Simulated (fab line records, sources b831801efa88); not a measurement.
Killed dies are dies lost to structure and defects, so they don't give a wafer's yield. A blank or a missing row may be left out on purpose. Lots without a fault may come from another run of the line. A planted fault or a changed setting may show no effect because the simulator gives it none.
A struck lot beside a sound one | flow sky130 | 14 steps out of a route of 708
Sound: wafers L636.1, L636.2, L636.4. Struck: wafer L639.6. (L639.1, L639.3 of the same lot were not struck and are left out.) The cause comes at the end.
At each step with rows: each side's tool, then ch and its chambers, then its first start. Under that, the readings that differ: sound wafers | struck wafers | difference of the means | sigmas: that difference in standard deviations of wafers without a fault.
alike: readings whose means differ by less than 2 such deviations, and words and numbers that are the same on both sides. not compared: withheld readings, readings that some wafer has no value for, bounds like >300 that may hide the same value, and numbers for which the record gives no deviation and whose values overlap.
The two part at a step that has a row with sigmas, a row that says differs or no value, or rows on one side only. Numbers that don't overlap but have no deviation are shown without sigmas and don't part them. A reading that every wafer of one side lacks parts them only if that side has two wafers or more.

SKY_VIA3_CD_MEAS_12: target cd 200 nm.
  sound on cd_sem-01, day 42 09:31; struck on cd_sem-01, day 43 00:23
  alike: cd_nm
SKY_VIA3_OVL_MEAS_13:
  sound on overlay-01, day 42 09:38; struck on overlay-01, day 43 00:30
  alike: VIA3_OVL
SKY_VIA3_ETCH_14: etches BARC in N2/H2, stops on SiO2, time 45.9 s, target depth 60 nm.
  sound on rie_diel-01 ch 0,2,3, day 42 09:40; struck on rie_diel-01 ch 2, day 43 00:32
  reading             | sound             | struck | difference | sigmas
  h2_flow_sccm (sccm) | 199.6 199.1 199.8 | 200.8  | +1.3       | +2
  alike: drypump_motor_current_A, oes_product_au, throttle_valve_pct
  not compared: rf_hours_counter_h
then, 1 step without rows for these wafers: SKY_VIA3_ETCH_15 (etches SiO2 in C4F8/O2/Ar, stops on TiN, target depth 507 nm, time 78 s).
SKY_VIA3_STRIP_16: strips in O2/N2.
  sound on plasma_asher-01 ch 0,1, day 42 09:46; struck on plasma_asher-04 ch 1, day 43 00:38
  alike: drypump_motor_current_A, oes_product_au, strip_time_to_endpoint_s
  not compared: rf_hours_counter_h
then, 3 steps without rows for these wafers: SKY_VIA3_STRIP_17 (strips in post etch residue remover, time 1200 s); SKY_VIA3_CLEAN_18 (cleans in IPA, time 180 s); SKY_VIA3_CLEAN_19 (cleans in O3/DIW).
SKY_VIA3_SPUTTER_20: material TiN, target thk 20 nm, time 80 s.
  sound on pvd_sputter-04, day 42 10:22; struck on pvd_sputter-04, day 43 01:16
  alike: throttle_valve_pct
SKY_VIA3_CVD_21: deposits W, target thk 390 nm, time 117.31 s.
  sound on cvd_w-02 ch 0,1, day 42 10:26; struck on cvd_w-01 ch 0, day 43 01:20
  alike: heater_power_w
SKY_VIA3_RS_MEAS_22: measures by four-point-probe.
  sound on film_metro-02, day 42 10:33; struck on film_metro-03, day 43 01:27
  alike: VIA3_W_RS
SKY_VIA3_THK_MEAS_23: measures by xrf.
  sound on film_metro-02, day 42 10:40; struck on film_metro-03, day 43 01:34
  alike: VIA3_W_THK
SKY_VIA3_CMP_24: polishes, stops on SiO2, t overpolish 20 s, target thk 0 nm.
  sound on cmp-02 ch 0,2,3, day 42 10:44; struck on cmp-01 ch 3, day 43 01:41
  reading                | sound                | struck | difference | sigmas
  motor_current_A (A)    | 8.2 11.6 9.3         | 12.3   | +2.6       | +2
  overpolish_run_s (s)   | 19.997 20.004 19.984 | 0.032  | -19.963    | -99 or more
  time_to_endpoint_s (s) | 88 87 95             | 151    | +61        | +11
  alike: retaining_ring_pressure_frac
SKY_METAL4_SPUTTER_00: material Ti, target thk 15 nm, time 10 s.
  the record has rows for the sound wafers here (pvd_sputter-02, day 42 11:02) and none for the struck ones

WHERE THEY PART
First at SKY_VIA3_ETCH_14; last, within this record, at SKY_METAL4_SPUTTER_00.

WHY: what the simulator had put in
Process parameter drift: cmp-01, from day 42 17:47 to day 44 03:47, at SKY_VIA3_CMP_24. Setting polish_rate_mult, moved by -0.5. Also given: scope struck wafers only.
